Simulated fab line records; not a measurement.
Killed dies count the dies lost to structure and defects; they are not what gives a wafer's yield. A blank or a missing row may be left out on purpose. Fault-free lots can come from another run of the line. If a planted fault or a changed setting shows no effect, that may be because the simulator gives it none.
Which tool did it? / flow gf180mcu / 15 lots, 45 wafers sampled, at 6 steps of a route of 602

== WHAT EACH GAUGE READ, for each wafer ==
GF_NWELL_OVL_MEAS_07.
lot=L333; measured=day 3 09:41; on=overlay-02; NWELL_OVL (nm)=1.6 2.0 2.0
lot=L334; measured=day 3 14:08; on=overlay-02; NWELL_OVL (nm)=2.0 0.5 -0.1
lot=L335; measured=day 3 16:41; on=overlay-02; NWELL_OVL (nm)=-0.1 0.0 -1.3
lot=L336; measured=day 3 22:02; on=overlay-02; NWELL_OVL (nm)=1.0 0.0 1.1
lot=L339; measured=day 4 15:20; on=overlay-01; NWELL_OVL (nm)=-0.9 -0.6 0.5
lot=L340; measured=day 4 21:58; on=overlay-01; NWELL_OVL (nm)=2.6 2.7 3.2
lot=L344; measured=day 5 20:08; on=overlay-01; NWELL_OVL (nm)=- - -
lot=L345; measured=day 5 23:56; on=overlay-02; NWELL_OVL (nm)=- - -
lot=L346; measured=day 6 05:50; on=overlay-01; NWELL_OVL (nm)=- - -
lot=L350; measured=day 7 04:05; on=overlay-01; NWELL_OVL (nm)=-0.9 -0.1 -2.0
lot=L351; measured=day 7 09:41; on=overlay-01; NWELL_OVL (nm)=-2.4 -1.6 -2.9
lot=L352; measured=day 7 14:29; on=overlay-02; NWELL_OVL (nm)=-3.7 -2.3 -1.3
lot=L354; measured=day 8 00:57; on=overlay-01; NWELL_OVL (nm)=-0.2 -2.5 -1.7
lot=L355; measured=day 8 06:46; on=overlay-01; NWELL_OVL (nm)=-2.3 -3.4 -2.7
lot=L356; measured=day 8 12:30; on=overlay-02; NWELL_OVL (nm)=-1.1 -1.6 -0.5

GF_LVPWELL_TW_MEAS_11.
lot=L333; measured=day 3 22:19; on=film_metro-02; LVPWELL_TW=562 561 563
lot=L334; measured=day 4 03:11; on=film_metro-02; LVPWELL_TW=560 562 559
lot=L335; measured=day 4 06:14; on=film_metro-02; LVPWELL_TW=564 559 561
lot=L336; measured=day 4 12:12; on=film_metro-04; LVPWELL_TW=553 555 554
lot=L339; measured=day 5 05:58; on=film_metro-03; LVPWELL_TW=553 552 554
lot=L340; measured=day 5 12:38; on=film_metro-03; LVPWELL_TW=551 550 551
lot=L344; measured=day 6 11:35; on=film_metro-03; LVPWELL_TW=1596 1585 1580
lot=L345; measured=day 6 15:41; on=film_metro-02; LVPWELL_TW=1601 1594 1606
lot=L346; measured=day 6 21:36; on=film_metro-04; LVPWELL_TW=1580 1585 1574
lot=L350; measured=day 7 20:41; on=film_metro-03; LVPWELL_TW=552 547 552
lot=L351; measured=day 8 01:56; on=film_metro-04; LVPWELL_TW=554 552 554
lot=L352; measured=day 8 07:09; on=film_metro-03; LVPWELL_TW=554 555 553
lot=L354; measured=day 8 17:57; on=film_metro-03; LVPWELL_TW=553 555 554
lot=L355; measured=day 8 23:38; on=film_metro-03; LVPWELL_TW=553 555 554
lot=L356; measured=day 9 05:52; on=film_metro-03; LVPWELL_TW=549 552 555

GF_MVSD_TW_MEAS_11.
lot=L333; measured=day 4 12:21; on=film_metro-02; MVSD_TW=1579 1585 1587
lot=L334; measured=day 4 16:40; on=film_metro-04; MVSD_TW=1561 1549 1554
lot=L335; measured=day 4 18:46; on=film_metro-02; MVSD_TW=1591 1587 1594
lot=L336; measured=day 5 01:48; on=film_metro-02; MVSD_TW=1584 1576 1575
lot=L339; measured=day 5 21:04; on=film_metro-03; MVSD_TW=1562 1560 1557
lot=L340; measured=day 6 03:40; on=film_metro-03; MVSD_TW=1566 1567 1565
lot=L344; measured=day 7 03:10; on=film_metro-03; MVSD_TW=1949 1933 1934
lot=L345; measured=day 7 07:49; on=film_metro-04; MVSD_TW=1942 1951 1943
lot=L346; measured=day 7 13:37; on=film_metro-02; MVSD_TW=1969 1959 1970
lot=L350; measured=day 8 13:05; on=film_metro-04; MVSD_TW=1564 1576 1560
lot=L351; measured=day 8 18:28; on=film_metro-03; MVSD_TW=1566 1567 1563
lot=L352; measured=day 8 23:40; on=film_metro-02; MVSD_TW=1574 1577 1567
lot=L354; measured=day 9 11:25; on=film_metro-02; MVSD_TW=1578 1592 1590
lot=L355; measured=day 9 17:45; on=film_metro-03; MVSD_TW=1546 1551 1555
lot=L356; measured=day 10 00:14; on=film_metro-04; MVSD_TW=1566 1561 1560

GF_V2_CD_MEAS_14 targets a cd of 260 nm.
lot=L333; measured=day 20 03:10; on=cd_sem-02; cd_nm (nm)=260.0 260.6 259.2
lot=L334; measured=day 20 14:49; on=cd_sem-02; cd_nm (nm)=261.2 262.2 261.8
lot=L335; measured=day 20 18:44; on=cd_sem-01; cd_nm (nm)=262.6 262.1 262.2
lot=L336; measured=day 20 22:49; on=cd_sem-01; cd_nm (nm)=259.5 259.2 260.1
lot=L339; measured=day 22 10:07; on=cd_sem-01; cd_nm (nm)=259.4 257.4 258.9
lot=L340; measured=day 22 21:26; on=cd_sem-02; cd_nm (nm)=259.0 258.0 257.9
lot=L344; measured=day 24 15:04; on=cd_sem-02; cd_nm (nm)=262.4 261.6 262.1
lot=L345; measured=day 24 16:05; on=cd_sem-02; cd_nm (nm)=259.9 260.0 260.5
lot=L346; measured=day 24 23:00; on=cd_sem-01; cd_nm (nm)=257.4 257.6 257.7
lot=L350; measured=day 26 07:01; on=cd_sem-02; cd_nm (nm)=260.5 260.5 260.4
lot=L351; measured=day 26 14:58; on=cd_sem-02; cd_nm (nm)=260.0 260.0 258.9
lot=L352; measured=day 26 18:51; on=cd_sem-01; cd_nm (nm)=259.3 260.8 259.1
lot=L354; measured=day 27 08:28; on=cd_sem-01; cd_nm (nm)=262.1 263.8 261.7
lot=L355; measured=day 27 14:31; on=cd_sem-01; cd_nm (nm)=259.5 259.7 259.0
lot=L356; measured=day 27 22:22; on=cd_sem-02; cd_nm (nm)=260.0 258.7 258.8

== WHICH TOOL RAN EACH LOT (tool, then ch and the chambers of the sampled wafers, then the start) ==
lot=L333; GF_NWELL_COAT_02=litho_track-01 ch 0, day 3 02:57; GF_M2_METAL_ETCH_16=rie_metal-01 ch 0,1, day 19 01:43
lot=L334; GF_NWELL_COAT_02=litho_track-02 ch 0, day 3 06:58; GF_M2_METAL_ETCH_16=rie_metal-01 ch 1, day 19 13:23
lot=L335; GF_NWELL_COAT_02=litho_track-04 ch 0, day 3 10:17; GF_M2_METAL_ETCH_16=rie_metal-04 ch 0,1, day 19 17:24
lot=L336; GF_NWELL_COAT_02=litho_track-02 ch 0, day 3 15:34; GF_M2_METAL_ETCH_16=rie_metal-03 ch 0,1, day 19 21:33
lot=L339; GF_NWELL_COAT_02=litho_track-02 ch 0, day 4 08:38; GF_M2_METAL_ETCH_16=rie_metal-01 ch 0,1, day 21 08:56
lot=L340; GF_NWELL_COAT_02=litho_track-01 ch 0, day 4 14:34; GF_M2_METAL_ETCH_16=rie_metal-04 ch 0,1, day 21 20:23
lot=L344; GF_NWELL_COAT_02=litho_track-01, day 5 12:52; GF_M2_METAL_ETCH_16=rie_metal-03 ch 0,1, day 23 15:38
lot=L345; GF_NWELL_COAT_02=litho_track-02, day 5 17:08; GF_M2_METAL_ETCH_16=rie_metal-04 ch 0,1, day 23 16:16
lot=L346; GF_NWELL_COAT_02=litho_track-01, day 5 21:55; GF_M2_METAL_ETCH_16=rie_metal-01 ch 1, day 23 23:27
lot=L350; GF_NWELL_COAT_02=litho_track-02 ch 0, day 6 20:26; GF_M2_METAL_ETCH_16=rie_metal-01 ch 1, day 25 08:29
lot=L351; GF_NWELL_COAT_02=litho_track-02 ch 0, day 7 02:08; GF_M2_METAL_ETCH_16=rie_metal-03 ch 0,1, day 25 16:44
lot=L352; GF_NWELL_COAT_02=litho_track-04 ch 0, day 7 06:21; GF_M2_METAL_ETCH_16=rie_metal-04 ch 1, day 25 21:01
lot=L354; GF_NWELL_COAT_02=litho_track-04 ch 0, day 7 16:42; GF_M2_METAL_ETCH_16=rie_metal-04 ch 0,1, day 26 10:10
lot=L355; GF_NWELL_COAT_02=litho_track-01 ch 0, day 7 22:25; GF_M2_METAL_ETCH_16=rie_metal-03 ch 0,1, day 26 16:51
lot=L356; GF_NWELL_COAT_02=litho_track-04 ch 0, day 8 03:30; GF_M2_METAL_ETCH_16=rie_metal-03 ch 0,1, day 27 00:58
- GF_NWELL_COAT_02: resist thk 3000 nm.
- GF_M2_METAL_ETCH_16: etches the open film in Cl2/BCl3, stops on SiO2, target depth 627.5 nm, time 104.6 s.

== AS READ BY THE TOOLS THEMSELVES (means over the sampled wafers that have a number; for cases with no such wafer, the mark the record gives instead) ==
GF_NWELL_COAT_02.
lot=L333; tool=litho_track-01; chill_plate_temp_C (C)=23.03; dispense_pressure_kPa (kPa)=47
lot=L334; tool=litho_track-02; chill_plate_temp_C (C)=23.14; dispense_pressure_kPa (kPa)=54
lot=L335; tool=litho_track-04; chill_plate_temp_C (C)=22.94; dispense_pressure_kPa (kPa)=48
lot=L336; tool=litho_track-02; chill_plate_temp_C (C)=23.08; dispense_pressure_kPa (kPa)=54
lot=L339; tool=litho_track-02; chill_plate_temp_C (C)=22.90; dispense_pressure_kPa (kPa)=54
lot=L340; tool=litho_track-01; chill_plate_temp_C (C)=23.00; dispense_pressure_kPa (kPa)=47
lot=L344; tool=litho_track-01; chill_plate_temp_C (C)=-; dispense_pressure_kPa (kPa)=-
lot=L345; tool=litho_track-02; chill_plate_temp_C (C)=-; dispense_pressure_kPa (kPa)=-
lot=L346; tool=litho_track-01; chill_plate_temp_C (C)=-; dispense_pressure_kPa (kPa)=-
lot=L350; tool=litho_track-02; chill_plate_temp_C (C)=23.04; dispense_pressure_kPa (kPa)=54
lot=L351; tool=litho_track-02; chill_plate_temp_C (C)=23.10; dispense_pressure_kPa (kPa)=54
lot=L352; tool=litho_track-04; chill_plate_temp_C (C)=23.05; dispense_pressure_kPa (kPa)=48
lot=L354; tool=litho_track-04; chill_plate_temp_C (C)=23.19; dispense_pressure_kPa (kPa)=48
lot=L355; tool=litho_track-01; chill_plate_temp_C (C)=23.06; dispense_pressure_kPa (kPa)=47
lot=L356; tool=litho_track-04; chill_plate_temp_C (C)=22.96; dispense_pressure_kPa (kPa)=48

GF_M2_METAL_ETCH_16.
lot=L333; tool=rie_metal-01; drypump_motor_current_A (A)=5.7; oes_product_au (a.u.)=0.974; throttle_valve_pct (%)=28.246
lot=L334; tool=rie_metal-01; drypump_motor_current_A (A)=5.3; oes_product_au (a.u.)=0.973; throttle_valve_pct (%)=28.247
lot=L335; tool=rie_metal-04; drypump_motor_current_A (A)=6.1; oes_product_au (a.u.)=0.973; throttle_valve_pct (%)=28.242
lot=L336; tool=rie_metal-03; drypump_motor_current_A (A)=5.5; oes_product_au (a.u.)=0.965; throttle_valve_pct (%)=28.264
lot=L339; tool=rie_metal-01; drypump_motor_current_A (A)=5.5; oes_product_au (a.u.)=0.975; throttle_valve_pct (%)=28.238
lot=L340; tool=rie_metal-04; drypump_motor_current_A (A)=6.4; oes_product_au (a.u.)=0.967; throttle_valve_pct (%)=28.254
lot=L344; tool=rie_metal-03; drypump_motor_current_A (A)=5.5; oes_product_au (a.u.)=0.971; throttle_valve_pct (%)=28.258
lot=L345; tool=rie_metal-04; drypump_motor_current_A (A)=6.4; oes_product_au (a.u.)=0.970; throttle_valve_pct (%)=28.252
lot=L346; tool=rie_metal-01; drypump_motor_current_A (A)=5.2; oes_product_au (a.u.)=0.965; throttle_valve_pct (%)=28.249
lot=L350; tool=rie_metal-01; drypump_motor_current_A (A)=5.2; oes_product_au (a.u.)=0.970; throttle_valve_pct (%)=28.256
lot=L351; tool=rie_metal-03; drypump_motor_current_A (A)=5.6; oes_product_au (a.u.)=0.970; throttle_valve_pct (%)=28.255
lot=L352; tool=rie_metal-04; drypump_motor_current_A (A)=5.9; oes_product_au (a.u.)=0.973; throttle_valve_pct (%)=28.253
lot=L354; tool=rie_metal-04; drypump_motor_current_A (A)=6.4; oes_product_au (a.u.)=0.976; throttle_valve_pct (%)=28.255
lot=L355; tool=rie_metal-03; drypump_motor_current_A (A)=5.5; oes_product_au (a.u.)=0.976; throttle_valve_pct (%)=28.250
lot=L356; tool=rie_metal-03; drypump_motor_current_A (A)=5.6; oes_product_au (a.u.)=0.972; throttle_valve_pct (%)=28.247

== THE ANSWER, worked out from the rows above alone ==
Rule: usual is defined by the lots themselves. The widest of any qualifying gaps counts: lots, ordered by their means at a reading, are off when they make up no more than a third of the lots, leave a main group of 4 or more, and stand apart from it by 3 or more times the standard deviation of that group's means. A main group is skipped when, at the precision printed for the reading in the tables above, its means are all equal. A lot without any number at a reading at which 4 lots or more have one is off too. All remaining lots with rows at the step are treated as sound. After the gauges, taken in route order, come the tools' own readings; for these a lot's mean is taken, as printed above. At the first step where some lot is off, the reading lying furthest off is the one used; lots without a number count as furthest.
Off: L344, L345, L346, seen at GF_NWELL_OVL_MEAS_07 (NWELL_OVL). Without a number there: L344, L345, L346. Mean -0.5 nm and standard deviation 1.7 in the main group.
A tool fits if, at a process step before that reading, it ran every lot that is off, and no sound lot after the first of them. The gauges at GF_NWELL_OVL_MEAS_07 aren't tried: what is off there is off at GF_LVPWELL_TW_MEAS_11 too, on other tools, and a gauge's error can't cause that. Of those tried, none fits.

== WHAT HAD BEEN PUT IN BY THE SIMULATOR ==
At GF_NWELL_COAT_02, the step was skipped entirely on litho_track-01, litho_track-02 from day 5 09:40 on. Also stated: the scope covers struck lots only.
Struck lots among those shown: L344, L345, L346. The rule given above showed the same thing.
